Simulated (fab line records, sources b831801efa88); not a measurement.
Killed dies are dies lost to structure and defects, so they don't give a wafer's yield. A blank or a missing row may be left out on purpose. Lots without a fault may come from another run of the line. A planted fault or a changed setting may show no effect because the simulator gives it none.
fab line records | flow sky130
record lots=6 wafers=18 last_day=49
route steps=708 shown VT_ADJUST_NCORE@125 VT_ADJUST_HVTR@131
lots that met no fault: from a run of the same line without faults
start_h: hours from the record's first day to the start of the lot's first wafer shown | wait_h: hours since the lot's step before | " the same as in the row above | L1.1+2: a row that stands for several wafers | - no value, or no start given | * or withheld: withheld | < > ~ a bound
route shown NAME@n: a module of which the file shows steps, and the number in the route of the first | usual: mean/standard deviation of fault-free wafers | same: alike in all rows | chamber/n: place in a boat | sites: the reading at each site | _std_site: their standard deviation | _edge_site: outer sites' mean less inner sites' | radius_mm: how far each site lies from the wafer's centre | mask NAME#n: copy n | behind: the tool/chamber that last shaped the wafer | hold: why the lot was held/for how many hours/how that ended | device: the transistor (n, p or np) that didn't switch | end of line: the same wafers' tests at the end of the route | a step without rows: its recipe alone | killed: dies lost to structure and defects at the first sort, not the wafer's yield | map: a wafer's dies, x killed, . not, _ none there
set.NAME: the setting as run; set.NAME@STEP: as run at that earlier step | model.NAME: the simulator's own value behind a step, which no gauge read
lots at some steps of the route; a table a step, a row a wafer
services: from which hour (start_h, from the record's first day; less than 0 if before it) a tool's chamber was out of use, for how many hours, and why
## steps
# step SKY_VT_ADJUST_NCORE_DEVELOP_06
# recipe resist=NOVOLAK developer=TMAH develop_time_s=60 dev_temp_c=23.71
# step SKY_VT_ADJUST_NCORE_CD_MEAS_07
# recipe target_cd_nm=380
# usual cd_nm=380.1/2.2
# columns lot.wafer tool chamber start_h wait_h cd_nm
L633.1 cd_sem-02 - 203.93 0.1 376.2
L633.2 " - " " 379.7
L633.3 " - " " 379.2
L636.1 cd_sem-01 - 231.40 0.2 377.7
L636.2 " - " " 378.2
L636.6 " - " " 379.5
L637.2 cd_sem-01 - 240.05 0.1 380.0
L637.3 " - " " 377.2
L637.6 " - " " 376.8
L643.3 cd_sem-02 - 275.74 0.1 382.1
L643.5 " - " " 381.1
L643.6 " - " " 382.9
L646.1 cd_sem-01 - 295.36 0.2 382.9
L646.2 " - " " 382.4
L646.5 " - " " 381.6
L648.2 cd_sem-02 - 306.78 0.2 379.8
L648.3 " - " " 378.7
L648.5 " - " " 380.4
# step SKY_VT_ADJUST_NCORE_OVL_MEAS_08
# usual VT_ADJUST_NCORE_OVL=-0.2/1.4
# columns lot.wafer tool chamber start_h wait_h VT_ADJUST_NCORE_OVL[nm]
L633.1 overlay-02 - 204.05 0.1 1.2
L633.2 " - " " 0.4
L633.3 " - " " 2.7
L636.1 overlay-02 - 231.52 0.1 -2.6
L636.2 " - " " -2.2
L636.6 " - " " -3.5
L637.2 overlay-01 - 240.16 0.1 1.1
L637.3 " - " " 0.7
L637.6 " - " " 1.6
L643.3 overlay-02 - 275.84 0.1 -0.6
L643.5 " - " " 1.2
L643.6 " - " " 1.0
L646.1 overlay-02 - 295.48 0.1 -0.5
L646.2 " - " " -2.6
L646.5 " - " " -1.6
L648.2 overlay-02 - 306.88 0.1 -1.1
L648.3 " - " " 1.1
L648.5 " - " " 0.3
# step SKY_VT_ADJUST_NCORE_IMPLANT_09
# recipe species=B energy_kev=10 dose_cm2=2.4e+12 tilt_deg=withheld
# step SKY_VT_ADJUST_NCORE_STRIP_10
# recipe chemistry=O2/N2 power_w=1400 pressure_mtorr=1500 platen_temp_c=withheld o2_flow_sccm=3000 n2_flow_sccm=300 overash_fraction=0.5
# usual drypump_motor_current_A=5.87/0.3 oes_product_au=0.716/0.0044 strip_time_to_endpoint_s=14.17/0.042
# columns lot.wafer tool chamber start_h wait_h drypump_motor_current_A oes_product_au rf_hours_counter_h strip_time_to_endpoint_s
L633.1 plasma_asher-04 1 204.24 0.1 5.13 0.713 51 14.15
L633.2 " 0 " " 5.63 0.721 51 14.12
L633.3 " 1 " " 5.14 0.715 - 14.14
L636.1 plasma_asher-04 1 231.71 0.1 5.13 0.713 53 14.19
L636.2 " 0 " " 5.58 0.719 53 14.24
L636.6 " 0 " " 5.58 0.713 - 14.25
L637.2 plasma_asher-02 0 240.34 0.1 6.00 0.716 43 14.13
L637.3 " 0 " " 6.02 0.716 - 14.17
L637.6 " 0 " " 6.02 0.712 - 14.14
L643.3 plasma_asher-02 0 276.04 0.1 6.02 0.723 - 14.24
L643.5 " 0 " " 6.00 0.712 - 14.16
L643.6 " 1 " " 5.73 0.715 - 14.17
L646.1 plasma_asher-02 0 295.67 0.1 6.00 0.722 48 14.17
L646.2 " 1 " " 5.73 0.717 48 14.17
L646.5 " 1 " " 5.73 0.719 - 14.20
L648.2 plasma_asher-02 1 307.06 0.1 5.73 0.711 50 14.19
L648.3 " 1 " " 5.75 0.717 - 14.22
L648.5 " 0 " " 6.02 0.721 - 14.19
# step SKY_VT_ADJUST_NCORE_TW_MEAS_11
# usual VT_ADJUST_NCORE_TW=218.7/1.3
# columns lot.wafer tool chamber start_h wait_h VT_ADJUST_NCORE_TW
L633.1 film_metro-03 - 204.34 0.1 217.5
L633.2 " - " " 217.9
L633.3 " - " " 218.5
L636.1 film_metro-01 - 231.81 0.1 221.0
L636.2 " - " " 220.6
L636.6 " - " " 220.0
L637.2 film_metro-01 - 240.45 0.1 220.8
L637.3 " - " " 221.3
L637.6 " - " " 221.8
L643.3 film_metro-03 - 276.13 0.1 217.2
L643.5 " - " " 217.4
L643.6 " - " " 217.8
L646.1 film_metro-03 - 295.77 0.1 219.2
L646.2 " - " " 218.8
L646.5 " - " " 217.7
L648.2 film_metro-03 - 307.17 0.1 218.6
L648.3 " - " " 218.9
L648.5 " - " " 218.1
# step SKY_VT_ADJUST_HVTR_DEHYDRATE_00
# recipe temp_c=200 time_s=60
# step SKY_VT_ADJUST_HVTR_HMDS_01
# recipe prime_time_s=60 prime_temp_c=120
# step SKY_VT_ADJUST_HVTR_COAT_02
# recipe resist=NOVOLAK spin_rpm=3000 resist_thk_nm=1132
# step SKY_VT_ADJUST_HVTR_SOFTBAKE_03
# recipe temp_c=90 time_s=60 resist=NOVOLAK
# step SKY_VT_ADJUST_HVTR_EXPOSE_04
# recipe mask_id=HVTRM target_cd_nm=380 na=0.6 source_shape=conventional sigma_outer=0.6 dose_mj=150
# step SKY_VT_ADJUST_HVTR_PEB_05
# recipe temp_c=withheld time_s=* resist=NOVOLAK
# step SKY_VT_ADJUST_HVTR_DEVELOP_06
# recipe develop_time_s=60 dev_temp_c=23
# usual chill_plate_temp_C=23.02/0.11 develop_time_s=60/0
# columns lot.wafer tool chamber start_h wait_h chill_plate_temp_C develop_time_s
L633.1 litho_track-02 0 226.94 0.1 23.10 60
L633.2 " 0 " " 23.07 60
L633.3 " 0 " " 23.10 60
L636.1 litho_track-02 - 254.39 0.1 - -
L636.2 " - " " - -
L636.6 " - " " - -
L637.2 litho_track-03 - 263.76 0.1 - -
L637.3 " - " " - -
L637.6 " - " " - -
L643.3 litho_track-03 0 301.03 0.1 23.01 60
L643.5 " 0 " " 23.04 60
L643.6 " 0 " " 23.11 60
L646.1 litho_track-03 0 320.63 0.1 22.82 60
L646.2 " 0 " " 22.97 60
L646.5 " 0 " " 23.06 60
L648.2 litho_track-03 0 331.70 0.1 22.88 60
L648.3 " 0 " " 22.96 60
L648.5 " 0 " " 23.04 60
# step SKY_VT_ADJUST_HVTR_CD_MEAS_07
# recipe target_cd_nm=380
# usual cd_nm=379.6/2.5
# columns lot.wafer tool chamber start_h wait_h cd_nm
L633.1 cd_sem-01 - 227.09 0.1 375.8
L633.2 " - " " 374.1
L633.3 " - " " 375.1
L636.1 cd_sem-01 - 254.54 0.1 -
L636.2 " - " " -
L636.6 " - " " -
L637.2 cd_sem-02 - 263.92 0.1 -
L637.3 " - " " -
L637.6 " - " " -
L643.3 cd_sem-01 - 301.17 0.1 376.8
L643.5 " - " " 377.9
L643.6 " - " " 376.9
L646.1 cd_sem-02 - 320.78 0.1 379.7
L646.2 " - " " 381.0
L646.5 " - " " 379.3
L648.2 cd_sem-01 - 331.85 0.1 380.5
L648.3 " - " " 380.2
L648.5 " - " " 380.2
## services
# columns tool chamber start_h hours kind
plasma_asher-04 - 185.72 7.8 repair
plasma_asher-04 - 230.33 0.5 repair
plasma_asher-04 - 263.95 2.2 repair
plasma_asher-04 - 265.72 11.3 repair
plasma_asher-04 - 296.36 1.9 repair
plasma_asher-04 - 303.28 8.2 repair
## key
first_sign step=SKY_VT_ADJUST_HVTR_DEVELOP_06 reading=tool_record direction=missing
effect none on later readings
met_at SKY_VT_ADJUST_HVTR_DEVELOP_06
struck_wafers L636.1,L636.2,L636.6,L637.2,L637.3,L637.6
sort_left_out L636.1,L636.2,L636.6,L637.2,L637.3,L637.6
tester_left_out L636,L637
onset_between 226.94 254.39
fault kind=skipped_step_whole tool=litho_track-02,litho_track-03 chamber=- onset_h=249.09 steps=SKY_VT_ADJUST_HVTR_DEVELOP_06 scope=struck_lots_only
# tester_left_out: of these lots the tester's yield and bins aren't shown, on N5 and GAA mostly nor the transistor test; their killed dies are dies lost to structure and defects alone, not to doping, threshold or leakage, so they don't give the yield
# sort_left_out: the simulated sort isn't trusted on such a fault, so these wafers' sort isn't shown, and their yield isn't known
